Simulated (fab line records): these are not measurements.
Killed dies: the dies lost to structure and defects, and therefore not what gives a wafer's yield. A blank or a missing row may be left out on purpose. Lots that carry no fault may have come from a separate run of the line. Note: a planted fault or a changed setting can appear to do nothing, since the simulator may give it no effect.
Which of the tools did it?	flow sky130	13 lots, 39 wafers sampled, at 5 steps of a route of 708

== WHAT THE GAUGES SHOWED, per wafer ==
The record lacks any reading of a measuring or inspecting step that a usual standard deviation could be used to judge.

== WHICH TOOL RAN EACH LOT (tool, then ch and the chambers of the sampled wafers, then the start) ==
lot	SKY_CONTACT_STRIP_19	SKY_VIA1_CVD_21	SKY_VIA2_CMP_02	SKY_METAL4_METAL_ETCH_18	SKY_METAL4_STRIP_19
L136	plasma-asher-01 ch 0,1, day 31 16:50	cvd-w-01 ch 0,1, day 34 01:31	cmp-01 ch 0,1,2, day 35 05:58	rie-metal-02 ch 0,1, day 41 20:19	plasma-asher-04 ch 0,1, day 41 20:29
L137	plasma-asher-02 ch 0,1, day 31 22:49	cvd-w-02 ch 0,1, day 34 07:40	cmp-01 ch 1,2, day 35 11:56	rie-metal-01 ch 0,1, day 42 01:06	plasma-asher-04 ch 0,1, day 42 01:16
L139	plasma-asher-01 ch 0,1, day 32 15:54	cvd-w-01 ch 0,1, day 35 01:57	cmp-02 ch 0,1,2, day 36 06:20	rie-metal-02 ch 1, day 42 17:13	plasma-asher-04 ch 0,1, day 42 17:31
L140	plasma-asher-03 ch 0,1, day 33 08:38	cvd-w-01 ch 0,1, day 35 17:31	cmp-02 ch 1,3, day 36 21:35	rie-metal-02 ch 1, day 43 06:45	plasma-asher-01 ch 0,1, day 43 06:59
L141	plasma-asher-02 ch 0,1, day 33 15:52	cvd-w-02 ch 0,1, day 36 00:09	cmp-01 ch 1,2, day 37 03:33	rie-metal-01 ch 0,1, day 43 12:25	plasma-asher-04 ch 0,1, day 43 12:35
L142	plasma-asher-03 ch 0,1, day 33 17:10	cvd-w-01 ch 0,1, day 36 02:14	cmp-02 ch 2,3, day 37 05:47	rie-metal-04 ch 0,1, day 43 13:34	plasma-asher-02 ch 0,1, day 43 13:44
L146	plasma-asher-03 ch 1, day 34 14:40	cvd-w-02 ch 1, day 36 22:59	cmp-01 ch 1,2, day 38 03:00	rie-metal-02 ch 0,1, day 44 09:24	plasma-asher-02 ch 0,1, day 44 09:34
L151	plasma-asher-03 ch 0,1, day 36 08:35	cvd-w-01 ch 0,1, day 38 15:37	cmp-01 ch 0,2,3, day 39 18:14	rie-metal-04 ch 0,1, day 45 19:37	plasma-asher-04 ch 0,1, day 45 19:47
L152	plasma-asher-02 ch 0,1, day 36 17:46	cvd-w-01 ch 0,1, day 39 01:34	cmp-02 ch 0,2,3, day 40 03:44	rie-metal-01 ch 0,1, day 46 01:20	plasma-asher-01 ch 0,1, day 46 01:31
L154	plasma-asher-02 ch 0,1, day 37 09:52	cvd-w-01 ch 0, day 39 15:02	cmp-01 ch 1,2,3, day 40 18:01	rie-metal-01 ch 0,1, day 46 14:36	plasma-asher-01 ch 0,1, day 46 14:46
L157	plasma-asher-03 ch 0, day 38 08:23	cvd-w-01 ch 0,1, day 40 13:01	cmp-01 ch 0,1,3, day 41 15:01	rie-metal-01 ch 0,1, day 47 08:53	plasma-asher-02 ch 0,1, day 47 09:04
L158	plasma-asher-03 ch 0, day 38 09:40	cvd-w-02 ch 0,1, day 40 15:13	cmp-01 ch 2,3, day 41 17:03	rie-metal-04 ch 0,1, day 47 11:43	plasma-asher-02 ch 1, day 47 11:53
L159	plasma-asher-01 ch 0,1, day 38 17:58	cvd-w-01 ch 1, day 40 22:52	cmp-02 ch 1,2, day 42 00:41	rie-metal-04 ch 0,1, day 47 16:38	plasma-asher-04 ch 0,1, day 47 16:49
- SKY_CONTACT_STRIP_19: strips in O2/N2.
- SKY_VIA1_CVD_21: deposits W, target thk 270 nm, time 80.902 s.
- SKY_VIA2_CMP_02: polishes SiO2.
- SKY_METAL4_METAL_ETCH_18: etches the open film in Cl2/BCl3, stops on SiO2, target depth 845 nm, time 183.1 s.
- SKY_METAL4_STRIP_19: strips in O2/N2.

== WHAT THE TOOLS THEMSELVES READ (means of the sampled wafers that have a number; where no wafer has one, the mark that the record gives instead) ==
SKY_CONTACT_STRIP_19. Usual: drypump-motor-current-A 6.00 A, standard deviation 0.28; oes-product-au 0.380 a.u., standard deviation 0.0053; strip-time-to-endpoint-s 3.60 s, standard deviation 0.049.
lot	tool	drypump-motor-current-A (A)	oes-product-au (a.u.)	strip-time-to-endpoint-s (s)	flag
L136	plasma-asher-01	6.18	0.387	3.63	
L137	plasma-asher-02	6.07	0.374	3.60	
L139	plasma-asher-01	6.21	0.381	3.61	
L140	plasma-asher-03	5.95	0.383	3.59	
L141	plasma-asher-02	6.05	0.376	3.56	
L142	plasma-asher-03	5.95	0.383	3.63	
L146	plasma-asher-03	5.52	0.378	3.63	
L151	plasma-asher-03	5.93	0.378	3.59	
L152	plasma-asher-02	6.16	0.381	3.65	
L154	plasma-asher-02	6.17	0.377	3.62	
L157	plasma-asher-03	6.15	0.384	3.65	
L158	plasma-asher-03	6.16	0.375	3.63	
L159	plasma-asher-01	6.15	0.381	3.61	

SKY_VIA1_CVD_21. Usual: 878 W for heater-power-w, sd 130.
lot	tool	heater-power-w (W)	flag
L136	cvd-w-01	926	
L137	cvd-w-02	831	
L139	cvd-w-01	944	
L140	cvd-w-01	847	
L141	cvd-w-02	847	
L142	cvd-w-01	958	
L146	cvd-w-02	780	
L151	cvd-w-01	849	
L152	cvd-w-01	939	
L154	cvd-w-01	743	
L157	cvd-w-01	962	
L158	cvd-w-02	867	
L159	cvd-w-01	1051	

SKY_VIA2_CMP_02. Usual: 12.3 A for motor-current-A, sd 0.86.
lot	tool	motor-current-A (A)	flag
L136	cmp-01	12.3	
L137	cmp-01	12.6	
L139	cmp-02	12.2	
L140	cmp-02	11.4	
L141	cmp-01	12.6	
L142	cmp-02	13.2	
L146	cmp-01	13.0	
L151	cmp-01	12.1	
L152	cmp-02	12.7	
L154	cmp-01	12.8	
L157	cmp-01	12.2	
L158	cmp-01	12.7	
L159	cmp-02	11.0	

SKY_METAL4_METAL_ETCH_18. Usual: drypump-motor-current-A 5.5 A, standard deviation 0.34; oes-product-au 0.867 a.u., standard deviation 0.0069; throttle-valve-pct 22.263 %, standard deviation 0.0091.
lot	tool	drypump-motor-current-A (A)	oes-product-au (a.u.)	throttle-valve-pct (%)	flag
L136	rie-metal-02	5.6	0.866	22.257	
L137	rie-metal-01	5.8	0.872	22.271	
L139	rie-metal-02	5.3	0.869	22.266	
L140	rie-metal-02	5.3	0.866	22.267	
L141	rie-metal-01	5.8	0.866	22.270	
L142	rie-metal-04	5.5	0.864	22.258	
L146	rie-metal-02	5.5	0.857	22.261	
L151	rie-metal-04	5.5	0.868	22.263	
L152	rie-metal-01	5.8	0.873	22.272	
L154	rie-metal-01	5.8	0.870	22.261	
L157	rie-metal-01	5.5	0.871	22.256	
L158	rie-metal-04	5.5	0.864	22.265	
L159	rie-metal-04	5.5	0.864	22.259	

SKY_METAL4_STRIP_19. Usual: drypump-motor-current-A 6.03 A, standard deviation 0.21; oes-product-au 0.501 a.u., standard deviation 0.0061; strip-time-to-endpoint-s 6.52 s, standard deviation 0.094.
lot	tool	drypump-motor-current-A (A)	oes-product-au (a.u.)	strip-time-to-endpoint-s (s)	flag
L136	plasma-asher-04	5.80	0.499	6.45	
L137	plasma-asher-04	5.80	0.499	6.49	
L139	plasma-asher-04	5.80	0.507	6.58	
L140	plasma-asher-01	6.16	0.507	6.65	
L141	plasma-asher-04	5.94	0.501	6.58	
L142	plasma-asher-02	6.17	0.504	6.51	
L146	plasma-asher-02	6.07	0.529	7.11	OFF
L151	plasma-asher-04	5.92	0.501	6.54	
L152	plasma-asher-01	6.20	0.497	6.38	
L154	plasma-asher-01	6.13	0.502	6.51	
L157	plasma-asher-02	6.09	0.499	6.48	
L158	plasma-asher-02	6.25	0.506	6.54	
L159	plasma-asher-04	5.79	0.494	6.39	

== THE ANSWER, worked out from the rows above alone ==
Rule: take the mean of a lot's wafers that have a number; if it is more than 3 standard deviations from the usual mean, the lot is off. Also off: a lot with no number at a reading for which 4 or more lots have one. All remaining lots with rows at the step are treated as sound. First the gauges in route order, then the tools' own readings, where a lot's mean is used as printed above. At the first step where some lot is off, the reading lying furthest off is the one used; lots without a number count as furthest.
Off: L146, at SKY_METAL4_STRIP_19 (strip-time-to-endpoint-s).
If a tool, at that step or one of the process steps before it, ran each lot that is off and ran no sound lot following the first of them, it fits. One candidate fits, namely rie-metal-02 at SKY_METAL4_METAL_ETCH_18. A fault onset in the window from L140 (day 43 06:45, its last sound lot) to L146 (day 44 09:24, its first lot off) fits.

== WHAT THE SIMULATOR HAD INSERTED ==
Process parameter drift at SKY_METAL4_METAL_ETCH_18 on rie-metal-02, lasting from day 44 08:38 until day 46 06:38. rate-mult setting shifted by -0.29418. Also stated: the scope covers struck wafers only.
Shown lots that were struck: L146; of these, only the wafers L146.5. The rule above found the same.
